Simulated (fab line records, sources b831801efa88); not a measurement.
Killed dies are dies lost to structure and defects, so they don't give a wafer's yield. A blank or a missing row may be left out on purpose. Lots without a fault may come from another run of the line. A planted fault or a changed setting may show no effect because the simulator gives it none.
Split-lot experiment | flow gf180mcu | 5 lots, 23 wafers read, on a route of 602 steps

THE SPLIT
At GF_HV_LDD_IMPLANT_09, the setting dose_cm2 was moved away from the recipe's 1e+14 on 10 of the 23 wafers read, by -16.9% to +13.6%. The other wafers ran this setting at the recipe's value.

FROM THE SPLIT TO THE READING: what the file shows between them, 9 steps
- GF_HV_LDD_STRIP_10: strips in O2/N2
- GF_HV_LDD_TW_MEAS_11
- GF_HV_LDD_COAT_41: resist thk 1000 nm (also split here: spin_rpm)
- GF_HV_LDD_SOFTBAKE_42: time 60 s
- GF_HV_LDD_EXPOSE_43: exposes mask Pplus HV AREA, target cd 400 nm
- GF_HV_LDD_IMPLANT_48
- GF_HV_LDD_STRIP_49: strips in O2/N2
- GF_HV_LDD_CLEAN_51: cleans in SC1/SC2, time 150 s
- GF_HV_LDD_RTA_52: time 10 s

THE READING
HV_LDD_RS, in ohm/sq, at GF_HV_LDD_RS_MEAS_53 (measures by four-point-probe). Fault-free wafers of this fab line usually give 418.3 ohm/sq, standard deviation 0.96 ohm/sq.

wafer  | tool, chamber at the split | dose_cm2 as run | against the recipe | HV_LDD_RS, ohm/sq | against lot-mates on the recipe
L076.1 | implanter-01, 0            | 1.136e+14       | +13.6%             | 395.1             | -24.1
L076.3 | implanter-01, 0            | 1.136e+14       | +13.6%             | 394.6             | -24.6
L076.4 | implanter-01, 0            | 1e+14           | recipe             | 418.8             | -
L076.5 | implanter-01, 0            | 1e+14           | recipe             | 419.6             | -
L076.6 | implanter-01, 0            | 1.136e+14       | +13.6%             | 395.1             | -24.1
L077.1 | implanter-01, 0            | 1e+14           | recipe             | 419.4             | -
L077.3 | implanter-01, 0            | 8.306e+13       | -16.9%             | 453.8             | +34.3
L077.4 | implanter-01, 0            | 8.306e+13       | -16.9%             | 452.9             | +33.4
L077.5 | implanter-01, 0            | 8.306e+13       | -16.9%             | 454.3             | +34.8
L077.6 | implanter-01, 0            | 1e+14           | recipe             | 419.7             | -
L079.1 | implanter-01, 0            | 1e+14           | recipe             | 420.6             | -
L079.2 | implanter-01, 0            | 1e+14           | recipe             | 420.4             | -
L079.3 | implanter-01, 0            | 1e+14           | recipe             | 420.1             | -
L079.4 | implanter-01, 0            | 1.118e+14       | +11.8%             | 398.4             | -22.0
L079.5 | implanter-01, 0            | 1.118e+14       | +11.8%             | 398.2             | -22.2
L080.1 | implanter-02, 0            | 1e+14           | recipe             | 417.9             | -
L080.2 | implanter-02, 0            | 1e+14           | recipe             | 417.6             | -
L080.4 | implanter-02, 0            | 1.09e+14        | +9.0%              | 403.9             | -14.3
L080.5 | implanter-02, 0            | 1.09e+14        | +9.0%              | 402.8             | -15.4
L080.6 | implanter-02, 0            | 1e+14           | recipe             | 419.1             | -
L082.2 | implanter-01, 0            | 1e+14           | recipe             | 418.4             | -
L082.5 | implanter-01, 0            | 1e+14           | recipe             | 419.2             | -
L082.6 | implanter-01, 0            | 1e+14           | recipe             | 418.2             | -

THE FIT
A straight line over all 23 wafers: HV_LDD_RS changes by -1.91 ohm/sq for each +1% of dose_cm2; r = -1.00; the points scatter about the line by 1.2 ohm/sq.
The same after taking each lot's own level away (the mean of its wafers on the recipe; 23 wafers): -1.9 ohm/sq for each +1%; r = -1.00; scatter 1 ohm/sq.
On that fit, the largest move of dose_cm2 shifts the reading by 32 ohm/sq.
The lots' own levels span 418.20 to 420.37 ohm/sq, that is 2.3 times the standard deviation above.
So the lot-to-lot level changes the slope little: the two slopes agree.
Check: with one of the wafers moved furthest among these (-16.9%) left out of the fit, the line predicts +32.5 ohm/sq for it against its lot-mates. It came out at +34.3 ohm/sq against them.

OTHER SPLITS ON THESE WAFERS
These wafers also went through other splits before the reading. Each is held against what the fit with the lots' levels taken away leaves over:
other split on the same wafers      | wafers away from the commonest value | r with HV_LDD_RS (lot level and that fit taken away)
GF_VT_IMPLANT_DEVELOP_39 dev_temp_c | 3                                    | -0.25
GF_POLY_GATE_CVD_00 temp_c          | 15                                   | +0.44
GF_POLY_GATE_OXIDATION_16 temp_c    | 10                                   | -0.23
GF_HV_LDD_DEVELOP_06 develop_time_s | 6                                    | -0.04
GF_HV_LDD_COAT_41 spin_rpm          | 9                                    | +0.03

THE WHOLE CHAIN: every reading that the file lists as answering this split, in the file's order
step                 | what it does                 | reading   | change (the file's fit)           | r (the file's)
GF_HV_LDD_TW_MEAS_11 |                              | HV_LDD_TW | +6.47 for each +1% of the setting | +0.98
GF_HV_LDD_RS_MEAS_53 | measures by four-point-probe | HV_LDD_RS | -1.88 for each +1% of the setting | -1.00

THE FILE'S OWN FIT
HV_LDD_RS changes by -1.88 ohm/sq for each +1% of dose_cm2, r = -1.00.
